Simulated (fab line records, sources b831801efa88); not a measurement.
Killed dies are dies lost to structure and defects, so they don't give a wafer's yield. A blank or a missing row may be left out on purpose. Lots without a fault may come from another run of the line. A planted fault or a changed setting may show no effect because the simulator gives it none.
fab line records | flow gf180mcu
record lots=5 wafers=15 last_day=34
route steps=602 shown VT_IMPLANT@108 MVSD@136 NWELL@137 LVPWELL@138 MVPSD@139 DUAL_GATE@141
lots that met no fault: from a run of the same line without faults
start_h: hours from the record's first day to the start of the lot's first wafer shown | wait_h: hours since the lot's step before | " the same as in the row above | L1.1+2: a row that stands for several wafers | - no value, or no start given | * or withheld: withheld | < > ~ a bound
route shown NAME@n: a module of which the file shows steps, and the number in the route of the first | usual: mean/standard deviation of fault-free wafers | same: alike in all rows | chamber/n: place in a boat | sites: the reading at each site | _std_site: their standard deviation | _edge_site: outer sites' mean less inner sites' | radius_mm: how far each site lies from the wafer's centre | mask NAME#n: copy n | behind: the tool/chamber that last shaped the wafer | hold: why the lot was held/for how many hours/how that ended | device: the transistor (n, p or np) that didn't switch | end of line: the same wafers' tests at the end of the route | a step without rows: its recipe alone | killed: dies lost to structure and defects at the first sort, not the wafer's yield | map: a wafer's dies, x killed, . not, _ none there
set.NAME: the setting as run; set.NAME@STEP: as run at that earlier step | model.NAME: the simulator's own value behind a step, which no gauge read
lots at some steps of the route; a table a step, a row a wafer
services: from which hour (start_h, from the record's first day; less than 0 if before it) a tool's chamber was out of use, for how many hours, and why
## steps
# step GF_VT_IMPLANT_OVL_MEAS_18
# usual VT_IMPLANT_01_OVL=-0.2/1.2
# columns lot.wafer tool chamber start_h wait_h VT_IMPLANT_01_OVL[nm]
L078.3 overlay-01 - 155.18 0.1 3.0
L078.5 " - " " 0.6
L078.6 " - " " -0.1
L084.2 overlay-02 - 188.31 0.1 -0.7
L084.3 " - " " -0.2
L084.5 " - " " -0.9
L086.1 overlay-01 - 203.01 0.1 -1.1
L086.2 " - " " -1.0
L086.3 " - " " 0.8
L091.2 overlay-01 - 233.93 0.1 -0.3
L091.3 " - " " 1.0
L091.5 " - " " 1.2
L096.2 overlay-01 - 264.71 0.1 0.0
L096.3 " - " " 1.1
L096.4 " - " " -0.1
# step GF_VT_IMPLANT_IMPLANT_19
# recipe species=As energy_kev=100 dose_cm2=4.35e+12 tilt_deg=7
# columns lot.wafer tool chamber start_h wait_h
L078.3+5+6 implanter-02 0 155.26 0.1
L084.2+3+5 implanter-04 0 188.37 0.0
L086.1+2+3 implanter-04 0 203.04 0.0
L091.2+3+5 implanter-03 0 233.98 0.0
L096.2+3+4 implanter-04 0 264.77 0.0
# step GF_VT_IMPLANT_STRIP_20
# recipe chemistry=O2/N2 power_w=1400 pressure_mtorr=1500 platen_temp_c=250 o2_flow_sccm=3000 n2_flow_sccm=300 overash_fraction=0.5
# usual drypump_motor_current_A=5.8/0.41 heater_power_w=313/31 n2_flow_sccm=300.0/0.91 oes_product_au=0.716/0.0047 strip_time_to_endpoint_s=12.64/0.035
# columns lot.wafer tool chamber start_h wait_h drypump_motor_current_A heater_power_w n2_flow_sccm oes_product_au rf_hours_counter_h strip_time_to_endpoint_s
L078.3 plasma_asher-01 0 155.39 0.1 5.5 326 300.1 0.713 - 12.61
L078.5 " 0 " " 5.5 333 301.0 0.716 - 12.61
L078.6 " 1 " " 6.4 338 300.0 0.714 - 12.57
L084.2 plasma_asher-01 1 188.49 0.1 6.3 346 298.5 0.716 41 12.56
L084.3 " 1 " " 6.3 338 298.5 0.719 - 12.56
L084.5 " 1 " " 6.3 339 300.2 0.712 - 12.58
L086.1 plasma_asher-02 1 203.19 0.1 5.5 314 299.6 0.720 56 12.62
L086.2 " 0 " " 6.1 263 300.0 0.717 56 12.60
L086.3 " 0 " " 6.1 267 298.8 0.717 - 12.64
L091.2 plasma_asher-02 0 234.11 0.1 6.1 270 300.4 0.710 59 12.60
L091.3 " 0 " " 6.1 274 300.6 0.713 - 12.61
L091.5 " 0 " " 6.1 268 301.5 0.716 - 12.65
L096.2 plasma_asher-01 1 264.89 0.1 6.3 344 301.9 0.714 49 12.63
L096.3 " 1 " " 6.4 341 300.1 0.720 - 12.61
L096.4 " 0 " " 5.5 324 298.6 0.723 - 12.61
# step GF_VT_IMPLANT_TW_MEAS_21
# usual VT_IMPLANT_2_TW=1218/12
# columns lot.wafer tool chamber start_h wait_h VT_IMPLANT_2_TW
L078.3 film_metro-03 - 155.48 0.1 1234
L078.5 " - " " 1230
L078.6 " - " " 1231
L084.2 film_metro-03 - 188.60 0.1 1222
L084.3 " - " " 1230
L084.5 " - " " 1224
L086.1 film_metro-01 - 203.29 0.1 1205
L086.2 " - " " 1199
L086.3 " - " " 1198
L091.2 film_metro-03 - 234.22 0.1 1233
L091.3 " - " " 1220
L091.5 " - " " 1230
L096.2 film_metro-04 - 265.00 0.1 1219
L096.3 " - " " 1224
L096.4 " - " " 1224
# step GF_VT_IMPLANT_DEHYDRATE_22
# recipe temp_c=200 time_s=60
# usual resist_line_temp_C=23.01/0.088
# columns lot.wafer tool chamber start_h wait_h resist_line_temp_C
L078.3 litho_track-03 0 162.61 7.1 23.02
L078.5 " 0 " " 22.97
L078.6 " 0 " " 23.04
L084.2 litho_track-01 0 196.30 7.7 23.09
L084.3 " 0 " " 23.04
L084.5 " 0 " " 23.05
L086.1 litho_track-04 0 211.07 7.8 23.03
L086.2 " 0 " " 23.12
L086.3 " 0 " " 23.04
L091.2 litho_track-04 0 242.85 8.6 23.18
L091.3 " 0 " " 22.98
L091.5 " 0 " " 23.10
L096.2 litho_track-01 0 273.35 8.3 23.06
L096.3 " 0 " " 23.20
L096.4 " 0 " " 23.06
# step GF_VT_IMPLANT_HMDS_23
# recipe prime_time_s=60 prime_temp_c=120
# usual prime_temp_c=119.99/0.15 resist_line_temp_C=22.98/0.096
# columns lot.wafer tool chamber start_h wait_h prime_temp_c resist_line_temp_C
L078.3 litho_track-03 0 162.76 0.1 119.84 23.13
L078.5 " 0 " " 119.90 23.03
L078.6 " 0 " " 119.87 23.06
L084.2 litho_track-01 0 196.45 0.1 119.87 22.99
L084.3 " 0 " " 119.81 22.98
L084.5 " 0 " " 119.92 22.70
L086.1 litho_track-04 0 211.22 0.1 119.99 22.92
L086.2 " 0 " " 120.09 23.08
L086.3 " 0 " " 120.05 23.08
L091.2 litho_track-04 0 243.00 0.1 119.84 22.91
L091.3 " 0 " " 119.99 22.97
L091.5 " 0 " " 120.06 22.97
L096.2 litho_track-01 0 273.50 0.1 120.00 22.99
L096.3 " 0 " " 119.77 23.06
L096.4 " 0 " " 120.08 23.13
# step GF_VT_IMPLANT_COAT_24
# recipe resist=NOVOLAK spin_rpm=3000 resist_thk_nm=1000
# usual resist_line_temp_C=23.00/0.12
# columns lot.wafer tool chamber start_h wait_h resist_line_temp_C
L078.3 litho_track-03 0 162.91 0.1 22.97
L078.5 " 0 " " 23.06
L078.6 " 0 " " 23.12
L084.2 litho_track-01 0 196.60 0.1 22.96
L084.3 " 0 " " 22.96
L084.5 " 0 " " 22.94
L086.1 litho_track-04 0 211.37 0.1 23.09
L086.2 " 0 " " 23.12
L086.3 " 0 " " 23.18
L091.2 litho_track-04 0 243.15 0.1 22.89
L091.3 " 0 " " 22.90
L091.5 " 0 " " 23.01
L096.2 litho_track-01 0 273.65 0.1 22.96
L096.3 " 0 " " 23.14
L096.4 " 0 " " 22.96
# step GF_VT_IMPLANT_SOFTBAKE_25
# recipe temp_c=90 time_s=60 resist=NOVOLAK
# usual resist_line_temp_C=23.01/0.11
# columns lot.wafer tool chamber start_h wait_h resist_line_temp_C
L078.3 litho_track-03 0 163.06 0.1 23.06
L078.5 " 0 " " 23.09
L078.6 " 0 " " 23.10
L084.2 litho_track-01 0 196.75 0.1 23.04
L084.3 " 0 " " 23.15
L084.5 " 0 " " 23.04
L086.1 litho_track-04 0 211.52 0.1 23.02
L086.2 " 0 " " 23.01
L086.3 " 0 " " 22.90
L091.2 litho_track-04 0 243.30 0.1 23.09
L091.3 " 0 " " 22.93
L091.5 " 0 " " 23.16
L096.2 litho_track-01 0 273.80 0.1 22.86
L096.3 " 0 " " 23.11
L096.4 " 0 " " 22.95
# step GF_VT_IMPLANT_EXPOSE_26
# recipe mask_id=LVPWELL_HV_AREA target_cd_nm=860 na=0.6 source_shape=conventional sigma_outer=0.6 dose_mj=140
# same sigma_outer=0.6
# columns lot.wafer tool chamber start_h wait_h mask
L078.3+5+6 iline_stepper-02 0 - - LVPWELL_HV_AREA#0
L084.2+3+5 iline_stepper-01 0 - - LVPWELL_HV_AREA#0
L086.1+2+3 iline_stepper-02 0 - - LVPWELL_HV_AREA#0
L091.2+3+5 iline_stepper-01 0 - - LVPWELL_HV_AREA#0
L096.2+3+4 iline_stepper-01 0 - - LVPWELL_HV_AREA#0
# step GF_VT_IMPLANT_PEB_27
# recipe temp_c=withheld time_s=* resist=NOVOLAK
# usual resist_line_temp_C=*
# columns lot.wafer tool chamber start_h wait_h resist_line_temp_C
L078.3 litho_track-03 0 - - *
L078.5 " 0 " " *
L078.6 " 0 " " *
L084.2 litho_track-03 0 - - *
L084.3 " 0 " " *
L084.5 " 0 " " *
L086.1 litho_track-01 0 - - *
L086.2 " 0 " " *
L086.3 " 0 " " *
L091.2 litho_track-01 0 - - *
L091.3 " 0 " " *
L091.5 " 0 " " *
L096.2 litho_track-04 0 - - *
L096.3 " 0 " " *
L096.4 " 0 " " *
# step GF_VT_IMPLANT_DEVELOP_28
# recipe develop_time_s=60 dev_temp_c=23
# usual resist_line_temp_C=23.00/0.099
# same develop_time_s=60
# columns lot.wafer tool chamber start_h wait_h resist_line_temp_C
L078.3 litho_track-03 0 171.06 0.1 22.86
L078.5 " 0 " " 23.03
L078.6 " 0 " " 22.92
L084.2 litho_track-03 0 205.13 0.1 23.05
L084.3 " 0 " " 23.11
L084.5 " 0 " " 23.09
L086.1 litho_track-01 0 219.62 0.1 23.09
L086.2 " 0 " " 23.07
L086.3 " 0 " " 23.06
L091.2 litho_track-01 0 252.35 0.1 22.89
L091.3 " 0 " " 22.95
L091.5 " 0 " " 22.91
L096.2 litho_track-04 0 283.00 0.1 23.22
L096.3 " 0 " " 23.25
L096.4 " 0 " " 23.01
# step GF_VT_IMPLANT_OVL_MEAS_29
# usual VT_IMPLANT_02_OVL=-0.3/1.8
# columns lot.wafer tool chamber start_h wait_h VT_IMPLANT_02_OVL[nm]
L078.3 overlay-02 - 171.17 0.1 -1.8
L078.5 " - " " -1.9
L078.6 " - " " -2.6
L084.2 overlay-02 - 205.26 0.1 -2.1
L084.3 " - " " -2.2
L084.5 " - " " -2.1
L086.1 overlay-01 - 219.77 0.1 -0.3
L086.2 " - " " -0.3
L086.3 " - " " -2.6
L091.2 overlay-01 - 252.48 0.1 2.3
L091.3 " - " " 2.6
L091.5 " - " " 2.1
L096.2 overlay-01 - 283.13 0.1 -0.2
L096.3 " - " " 0.3
L096.4 " - " " 0.5
# step GF_VT_IMPLANT_IMPLANT_30
# recipe species=B energy_kev=25 dose_cm2=2.534e+12 tilt_deg=7
# columns lot.wafer tool chamber start_h wait_h
L078.3+5+6 implanter-04 0 171.24 0.1
L084.2+3+5 implanter-04 0 205.49 0.2
L086.1+2+3 implanter-03 0 219.81 0.0
L091.2+3+5 implanter-04 0 252.54 0.0
L096.2+3+4 implanter-04 0 283.18 0.0
# step GF_VT_IMPLANT_STRIP_31
# recipe chemistry=O2/N2 power_w=1400 pressure_mtorr=1500 platen_temp_c=250 o2_flow_sccm=3000 n2_flow_sccm=300 overash_fraction=0.5
# usual drypump_motor_current_A=5.7/0.41 heater_power_w=306/36 n2_flow_sccm=300.0/0.94 oes_product_au=0.716/0.0044 strip_time_to_endpoint_s=12.63/0.036
# columns lot.wafer tool chamber start_h wait_h drypump_motor_current_A heater_power_w n2_flow_sccm oes_product_au rf_hours_counter_h strip_time_to_endpoint_s
L078.3 plasma_asher-04 0 171.38 0.1 5.7 344 298.3 0.711 - 12.65
L078.5 " 0 " " 5.7 347 299.7 0.714 - 12.65
L078.6 " 1 " " 5.1 243 301.0 0.714 - 12.61
L084.2 plasma_asher-01 1 205.61 0.1 6.3 342 300.6 0.716 43 12.67
L084.3 " 0 " " 5.5 322 300.1 0.709 - 12.62
L084.5 " 0 " " 5.5 326 300.7 0.711 - 12.65
L086.1 plasma_asher-01 1 219.96 0.1 6.3 342 299.5 0.719 45 12.60
L086.2 " 0 " " 5.5 324 301.3 0.718 45 12.56
L086.3 " 1 " " 6.3 341 300.8 0.708 - 12.61
L091.2 plasma_asher-02 0 252.66 0.1 6.1 271 299.2 0.716 61 12.61
L091.3 " 0 " " 6.1 270 299.8 0.728 - 12.58
L091.5 " 0 " " 6.1 265 299.4 0.714 - 12.59
L096.2 plasma_asher-04 1 283.31 0.1 5.1 258 300.1 0.716 17 12.67
L096.3 " 1 " " 5.1 255 300.3 0.720 - 12.64
L096.4 " 0 " " 5.7 347 301.1 0.714 - 12.68
# step GF_VT_IMPLANT_TW_MEAS_32
# usual VT_IMPLANT_3_TW=269.4/2.5
# columns lot.wafer tool chamber start_h wait_h VT_IMPLANT_3_TW
L078.3 film_metro-04 - 171.46 0.1 271.8
L078.5 " - " " 271.6
L078.6 " - " " 272.7
L084.2 film_metro-04 - 205.72 0.1 271.7
L084.3 " - " " 269.9
L084.5 " - " " 268.1
L086.1 film_metro-01 - 220.06 0.1 264.2
L086.2 " - " " 267.3
L086.3 " - " " 265.0
L091.2 film_metro-03 - 252.77 0.1 268.1
L091.3 " - " " 269.1
L091.5 " - " " 268.0
L096.2 film_metro-01 - 283.42 0.1 266.2
L096.3 " - " " 264.7
L096.4 " - " " 264.4
# step GF_VT_IMPLANT_DEHYDRATE_33
# recipe temp_c=200 time_s=60
# usual resist_line_temp_C=23.02/0.11
# columns lot.wafer tool chamber start_h wait_h resist_line_temp_C
L078.3 litho_track-04 0 178.87 7.4 22.88
L078.5 " 0 " " 22.84
L078.6 " 0 " " 23.01
L084.2 litho_track-04 0 214.00 8.3 22.85
L084.3 " 0 " " 22.90
L084.5 " 0 " " 22.97
L086.1 litho_track-04 0 228.72 8.7 23.00
L086.2 " 0 " " 23.09
L086.3 " 0 " " 23.07
L091.2 litho_track-03 0 261.98 9.2 22.95
L091.3 " 0 " " 22.85
L091.5 " 0 " " 22.96
L096.2 litho_track-04 0 292.55 9.1 23.00
L096.3 " 0 " " 23.04
L096.4 " 0 " " 22.90
# step GF_VT_IMPLANT_HMDS_34
# recipe prime_time_s=60 prime_temp_c=120
# usual prime_temp_c=119.97/0.15 resist_line_temp_C=22.98/0.11
# columns lot.wafer tool chamber start_h wait_h prime_temp_c resist_line_temp_C
L078.3 litho_track-04 0 179.02 0.1 119.91 23.03
L078.5 " 0 " " 120.04 22.86
L078.6 " 0 " " 120.05 23.10
L084.2 litho_track-04 0 214.15 0.1 119.86 22.88
L084.3 " 0 " " 119.99 22.90
L084.5 " 0 " " 119.94 22.93
L086.1 litho_track-04 0 228.87 0.1 119.96 22.82
L086.2 " 0 " " 120.05 22.89
L086.3 " 0 " " 119.82 23.02
L091.2 litho_track-03 0 262.13 0.1 119.98 22.99
L091.3 " 0 " " 120.05 23.07
L091.5 " 0 " " 120.02 23.04
L096.2 litho_track-04 0 292.70 0.1 120.05 22.89
L096.3 " 0 " " 120.13 22.99
L096.4 " 0 " " 120.12 22.92
# step GF_VT_IMPLANT_COAT_35
# recipe resist=NOVOLAK spin_rpm=3000 resist_thk_nm=1000
# usual resist_line_temp_C=22.99/0.11
# columns lot.wafer tool chamber start_h wait_h resist_line_temp_C
L078.3 litho_track-04 0 179.17 0.1 23.08
L078.5 " 0 " " 23.17
L078.6 " 0 " " 23.16
L084.2 litho_track-04 0 214.30 0.1 22.95
L084.3 " 0 " " 23.25
L084.5 " 0 " " 23.04
L086.1 litho_track-04 0 229.02 0.1 22.90
L086.2 " 0 " " 23.07
L086.3 " 0 " " 22.90
L091.2 litho_track-03 0 262.28 0.1 22.80
L091.3 " 0 " " 22.88
L091.5 " 0 " " 23.13
L096.2 litho_track-04 0 292.85 0.1 22.95
L096.3 " 0 " " 22.99
L096.4 " 0 " " 22.90
# step GF_VT_IMPLANT_SOFTBAKE_36
# recipe temp_c=90 time_s=60 resist=NOVOLAK
# usual resist_line_temp_C=23.02/0.11
# columns lot.wafer tool chamber start_h wait_h resist_line_temp_C
L078.3 litho_track-04 0 179.32 0.1 23.18
L078.5 " 0 " " 23.20
L078.6 " 0 " " 23.08
L084.2 litho_track-04 0 214.45 0.1 22.98
L084.3 " 0 " " 23.14
L084.5 " 0 " " 22.90
L086.1 litho_track-04 0 229.17 0.1 23.15
L086.2 " 0 " " 23.04
L086.3 " 0 " " 23.03
L091.2 litho_track-03 0 262.43 0.1 22.83
L091.3 " 0 " " 22.96
L091.5 " 0 " " 23.02
L096.2 litho_track-04 0 293.00 0.1 22.98
L096.3 " 0 " " 23.12
L096.4 " 0 " " 22.91
# step GF_VT_IMPLANT_EXPOSE_37
# recipe mask_id=Nwell_HV_AREA target_cd_nm=860 na=0.6 source_shape=conventional sigma_outer=0.6 dose_mj=140
# same sigma_outer=0.6
# columns lot.wafer tool chamber start_h wait_h mask
L078.3+5+6 iline_stepper-01 0 - - Nwell_HV_AREA#0
L084.2+3+5 iline_stepper-02 0 - - Nwell_HV_AREA#0
L086.1+2+3 iline_stepper-01 0 - - Nwell_HV_AREA#0
L091.2+3+5 iline_stepper-02 0 - - Nwell_HV_AREA#0
L096.2+3+4 iline_stepper-01 0 - - Nwell_HV_AREA#0
# step GF_VT_IMPLANT_PEB_38
# recipe temp_c=withheld time_s=* resist=NOVOLAK
# usual resist_line_temp_C=*
# columns lot.wafer tool chamber start_h wait_h resist_line_temp_C
L078.3 litho_track-03 0 - - *
L078.5 " 0 " " *
L078.6 " 0 " " *
L084.2 litho_track-03 0 - - *
L084.3 " 0 " " *
L084.5 " 0 " " *
L086.1 litho_track-01 0 - - *
L086.2 " 0 " " *
L086.3 " 0 " " *
L091.2 litho_track-03 0 - - *
L091.3 " 0 " " *
L091.5 " 0 " " *
L096.2 litho_track-01 0 - - *
L096.3 " 0 " " *
L096.4 " 0 " " *
# step GF_VT_IMPLANT_DEVELOP_39
# recipe develop_time_s=60 dev_temp_c=23
# usual resist_line_temp_C=23.00/0.12
# same develop_time_s=60
# columns lot.wafer tool chamber start_h wait_h resist_line_temp_C
L078.3 litho_track-03 0 187.21 0.1 23.00
L078.5 " 0 " " 22.97
L078.6 " 0 " " 22.74
L084.2 litho_track-03 0 222.98 0.1 22.93
L084.3 " 0 " " 23.15
L084.5 " 0 " " 23.05
L086.1 litho_track-01 0 237.42 0.1 23.19
L086.2 " 0 " " 23.11
L086.3 " 0 " " 23.24
L091.2 litho_track-03 0 271.38 0.1 23.10
L091.3 " 0 " " 23.11
L091.5 " 0 " " 23.03
L096.2 litho_track-01 0 303.05 0.1 23.02
L096.3 " 0 " " 23.00
L096.4 " 0 " " 22.91
# step GF_VT_IMPLANT_OVL_MEAS_40
# usual VT_IMPLANT_03_OVL=-0.1/1.1
# columns lot.wafer tool chamber start_h wait_h VT_IMPLANT_03_OVL[nm]
L078.3 overlay-02 - 187.32 0.1 -0.9
L078.5 " - " " 0.3
L078.6 " - " " -0.2
L084.2 overlay-01 - 223.11 0.1 0.5
L084.3 " - " " 0.9
L084.5 " - " " -0.5
L086.1 overlay-02 - 237.57 0.1 1.4
L086.2 " - " " -0.3
L086.3 " - " " -2.2
L091.2 overlay-01 - 271.51 0.1 0.6
L091.3 " - " " -1.3
L091.5 " - " " -1.3
L096.2 overlay-01 - 303.18 0.1 0.4
L096.3 " - " " -2.7
L096.4 " - " " 0.0
# step GF_VT_IMPLANT_IMPLANT_41
# recipe species=As energy_kev=70 dose_cm2=1.013e+12 tilt_deg=7
# columns lot.wafer tool chamber start_h wait_h
L078.3+5+6 implanter-02 0 187.39 0.1
L084.2+3+5 implanter-03 0 223.17 0.0
L086.1+2+3 implanter-02 0 237.61 0.0
L091.2+3+5 implanter-03 0 271.57 0.0
L096.2+3+4 implanter-02 0 303.23 0.0
# step GF_VT_IMPLANT_STRIP_42
# recipe chemistry=O2/N2 power_w=1400 pressure_mtorr=1500 platen_temp_c=250 o2_flow_sccm=3000 n2_flow_sccm=300 overash_fraction=0.5
# usual drypump_motor_current_A=5.7/0.43 heater_power_w=311/35 n2_flow_sccm=300.0/0.79 oes_product_au=0.716/0.0042 strip_time_to_endpoint_s=12.63/0.037
# columns lot.wafer tool chamber start_h wait_h drypump_motor_current_A heater_power_w n2_flow_sccm oes_product_au rf_hours_counter_h strip_time_to_endpoint_s
L078.3 plasma_asher-01 0 187.53 0.1 5.5 330 300.7 0.715 - 12.62
L078.5 " 0 " " 5.5 324 299.4 0.716 - 12.58
L078.6 " 1 " " 6.3 340 299.4 0.718 - 12.64
L084.2 plasma_asher-01 0 223.29 0.1 5.5 332 299.7 0.722 45 12.62
L084.3 " 1 " " 6.4 339 300.6 0.711 - 12.59
L084.5 " 1 " " 6.4 333 300.1 0.713 - 12.59
L086.1 plasma_asher-02 0 237.76 0.1 6.1 276 299.3 0.716 60 12.52
L086.2 " 1 " " 5.6 316 298.9 0.706 60 12.56
L086.3 " 0 " " 6.2 270 299.2 0.710 - 12.50
L091.2 plasma_asher-04 0 271.69 0.1 5.7 348 301.0 0.719 16 12.69
L091.3 " 0 " " 5.7 349 300.6 0.721 - 12.63
L091.5 " 1 " " 5.1 256 299.2 0.721 - 12.63
L096.2 plasma_asher-04 0 303.36 0.1 5.7 346 299.4 0.710 19 12.60
L096.3 " 0 " " 5.7 339 298.7 0.715 - 12.61
L096.4 " 1 " " 5.1 248 300.1 0.716 - 12.58
# step GF_VT_IMPLANT_TW_MEAS_43
# usual VT_IMPLANT_4_TW=693/6.4
# columns lot.wafer tool chamber start_h wait_h VT_IMPLANT_4_TW
L078.3 film_metro-01 - 187.61 0.1 678
L078.5 " - " " 681
L078.6 " - " " 682
L084.2 film_metro-01 - 223.40 0.1 682
L084.3 " - " " 686
L084.5 " - " " 682
L086.1 film_metro-04 - 237.86 0.1 699
L086.2 " - " " 701
L086.3 " - " " 697
L091.2 film_metro-03 - 271.80 0.1 699
L091.3 " - " " 695
L091.5 " - " " 692
L096.2 film_metro-04 - 303.47 0.1 700
L096.3 " - " " 700
L096.4 " - " " 696
# step GF_VT_IMPLANT_CLEAN_44
# recipe chemistry=SC1/SC2 mix=1:4:20 temp_c=70 time_s=150 dry=n2_spin
# usual bath_heat_duty_pct=13.5/0.96
# columns lot.wafer tool chamber start_h wait_h bath_heat_duty_pct
L078.3 wet_bench-01 1 187.65 0.0 14.4
L078.5 " 1 " " 12.3
L078.6 " 1 " " 12.6
L084.2 wet_bench-01 0 223.45 0.0 12.8
L084.3 " 0 " " 14.4
L084.5 " 0 " " 12.6
L086.1 wet_bench-01 1 237.92 0.1 12.8
L086.2 " 1 " " 13.6
L086.3 " 1 " " 13.8
L091.2 wet_bench-02 2 271.85 0.0 11.3
L091.3 " 2 " " 11.7
L091.5 " 2 " " 12.0
L096.2 wet_bench-01 2 303.52 0.0 13.9
L096.3 " 2 " " 13.8
L096.4 " 2 " " 13.9
# step GF_VT_IMPLANT_RTA_45
# recipe temp_c=1050 time_s=30 ambient=N2
# usual lamp_power_pct=39.5/1.2 wafer_temp_C_max=1054.8/1.1
# columns lot.wafer tool chamber start_h wait_h lamp_power_pct wafer_temp_C_max
L078.3 rtp_anneal-01 0 187.74 0.0 38.1 1054.8
L078.5 " 0 " " 38.0 1056.4
L078.6 " 0 " " 38.2 1055.2
L084.2 rtp_anneal-02 0 223.57 0.0 40.4 1054.7
L084.3 " 0 " " 40.4 1054.8
L084.5 " 0 " " 40.4 1055.7
L086.1 rtp_anneal-01 0 237.97 0.0 38.1 1053.1
L086.2 " 0 " " 38.1 1056.4
L086.3 " 0 " " 38.1 1054.2
L091.2 rtp_anneal-01 0 271.92 0.0 38.1 1054.9
L091.3 " 0 " " 38.1 1055.6
L091.5 " 0 " " 38.1 1055.4
L096.2 rtp_anneal-02 0 303.59 0.0 40.4 1055.6
L096.3 " 0 " " 40.5 1054.5
L096.4 " 0 " " 40.4 1053.9
# step GF_VT_IMPLANT_RS_MEAS_46
# recipe thk_meas_gauge=four-point-probe
# usual MVSD_RS=456.2/1.2
# columns lot.wafer tool chamber start_h wait_h MVSD_RS[ohm/sq]
L078.3 film_metro-02 - 187.85 0.1 455.0
L078.5 " - " " 457.2
L078.6 " - " " 457.0
L084.2 film_metro-04 - 223.67 0.1 454.3
L084.3 " - " " 455.5
L084.5 " - " " 453.9
L086.1 film_metro-02 - 238.07 0.1 456.0
L086.2 " - " " 455.1
L086.3 " - " " 456.6
L091.2 film_metro-01 - 272.02 0.1 457.5
L091.3 " - " " 458.4
L091.5 " - " " 458.4
L096.2 film_metro-01 - 303.69 0.1 457.1
L096.3 " - " " 455.4
L096.4 " - " " 456.5
# step GF_VT_IMPLANT_RS_MEAS_47
# recipe thk_meas_gauge=four-point-probe
# usual NWELL_RS=487.0/1.4
# columns lot.wafer tool chamber start_h wait_h NWELL_RS[ohm/sq]
L078.3 film_metro-02 - 187.97 0.1 486.8
L078.5 " - " " 485.2
L078.6 " - " " 486.6
L084.2 film_metro-04 - 223.79 0.1 483.8
L084.3 " - " " 486.8
L084.5 " - " " 486.0
L086.1 film_metro-02 - 238.19 0.1 489.0
L086.2 " - " " 489.4
L086.3 " - " " 488.3
L091.2 film_metro-01 - 272.14 0.1 487.7
L091.3 " - " " 487.2
L091.5 " - " " 487.3
L096.2 film_metro-01 - 303.81 0.1 488.9
L096.3 " - " " 486.7
L096.4 " - " " 488.6
# step GF_VT_IMPLANT_RS_MEAS_48
# recipe thk_meas_gauge=four-point-probe
# usual LVPWELL_RS=1196/3
# columns lot.wafer tool chamber start_h wait_h LVPWELL_RS[ohm/sq]
L078.3 film_metro-02 - 188.09 0.1 1193
L078.5 " - " " 1194
L078.6 " - " " 1194
L084.2 film_metro-04 - 223.91 0.1 1192
L084.3 " - " " 1194
L084.5 " - " " 1195
L086.1 film_metro-02 - 238.31 0.1 1198
L086.2 " - " " 1199
L086.3 " - " " 1200
L091.2 film_metro-01 - 272.26 0.1 1198
L091.3 " - " " 1200
L091.5 " - " " 1200
L096.2 film_metro-01 - 303.93 0.1 1203
L096.3 " - " " 1196
L096.4 " - " " 1197
# step GF_VT_IMPLANT_RS_MEAS_49
# recipe thk_meas_gauge=four-point-probe
# usual MVPSD_RS=1166.7/2.8
# columns lot.wafer tool chamber start_h wait_h MVPSD_RS[ohm/sq]
L078.3 film_metro-02 - 188.21 0.1 1168.9
L078.5 " - " " 1165.6
L078.6 " - " " 1165.1
L084.2 film_metro-04 - 224.03 0.1 1167.2
L084.3 " - " " 1165.4
L084.5 " - " " 1166.1
L086.1 film_metro-02 - 238.43 0.1 1172.6
L086.2 " - " " 1169.8
L086.3 " - " " 1168.6
L091.2 film_metro-01 - 272.38 0.1 1170.3
L091.3 " - " " 1167.8
L091.5 " - " " 1167.9
L096.2 film_metro-01 - 304.05 0.1 1162.0
L096.3 " - " " 1161.5
L096.4 " - " " 1164.7
# step GF_VT_IMPLANT_WET_ETCH_50
# recipe chemistry=dHF target_depth_nm=20 target=SiO2 temp_c=25 dilution=100:1 time_s=400
# usual bath_heat_duty_pct=6.4/0.58
# columns lot.wafer tool chamber start_h wait_h bath_heat_duty_pct
L078.3 wet_bench-01 0 188.29 0.1 5.7
L078.5 " 0 " " 5.6
L078.6 " 0 " " 6.5
L084.2 wet_bench-02 2 224.13 0.1 5.6
L084.3 " 2 " " 5.3
L084.5 " 2 " " 5.4
L086.1 wet_bench-01 0 238.55 0.1 5.8
L086.2 " 0 " " 6.7
L086.3 " 0 " " 6.1
L091.2 wet_bench-01 1 272.48 0.1 6.3
L091.3 " 1 " " 6.1
L091.5 " 1 " " 6.0
L096.2 wet_bench-03 3 304.15 0.1 6.3
L096.3 " 3 " " 6.0
L096.4 " 3 " " 5.9
# step GF_DUAL_GATE_CLEAN_00
# recipe chemistry=SC1/SC2 mix=1:4:20 temp_c=70 time_s=150
# usual bath_heat_duty_pct=13.7/1.2
# columns lot.wafer tool chamber start_h wait_h bath_heat_duty_pct
L078.3 wet_bench-01 2 188.41 0.0 15.9
L078.5 " 2 " " 14.6
L078.6 " 2 " " 14.5
L084.2 wet_bench-03 3 224.25 0.0 13.2
L084.3 " 3 " " 13.3
L084.5 " 3 " " 13.6
L086.1 wet_bench-02 1 238.67 0.0 14.4
L086.2 " 1 " " 14.9
L086.3 " 1 " " 14.5
L091.2 wet_bench-03 0 272.60 0.0 12.9
L091.3 " 0 " " 14.1
L091.5 " 0 " " 12.7
L096.2 wet_bench-01 0 304.27 0.0 13.8
L096.3 " 0 " " 13.5
L096.4 " 0 " " 13.5
# step GF_DUAL_GATE_CLEAN_01
# recipe chemistry=dHF time_s=20 dilution=100:1 dry=ipa_marangoni
# columns lot.wafer tool chamber start_h wait_h
L078.3+5+6 wet_bench-01 3 188.46 0.0
L084.2+3+5 wet_bench-02 1 224.30 0.0
L086.1+2+3 wet_bench-03 3 238.72 0.0
L091.2+3+5 wet_bench-01 3 272.66 0.0
L096.2+3+4 wet_bench-03 2 304.33 0.0
## services
# columns tool chamber start_h hours kind
implanter-04 - 138.29 2.3 repair
iline_stepper-02 0 140.70 - calibration
implanter-03 - 151.93 2.2 repair
iline_stepper-02 - 152.45 1.7 pm
implanter-04 - 171.97 2.8 repair
plasma_asher-02 - 174.17 0.6 repair
wet_bench-01 - 193.13 0.5 repair
implanter-03 - 199.36 7.9 pm
implanter-02 - 202.98 31.9 pm
iline_stepper-01 - 224.27 4.3 pm
litho_track-04 - 234.03 - consumable_replace:filter
plasma_asher-02 - 244.87 0.4 repair
implanter-02 - 253.19 3.9 repair
implanter-03 - 259.24 1.8 repair
implanter-02 - 265.31 3.2 repair
implanter-02 - 267.04 2.0 repair
iline_stepper-01 - 267.50 1.7 pm
implanter-04 - 269.20 2.7 pm
implanter-02 - 277.09 0.6 repair
iline_stepper-01 - 278.90 2.4 repair
wet_bench-02 - 284.78 51.6 repair
## key
fault none
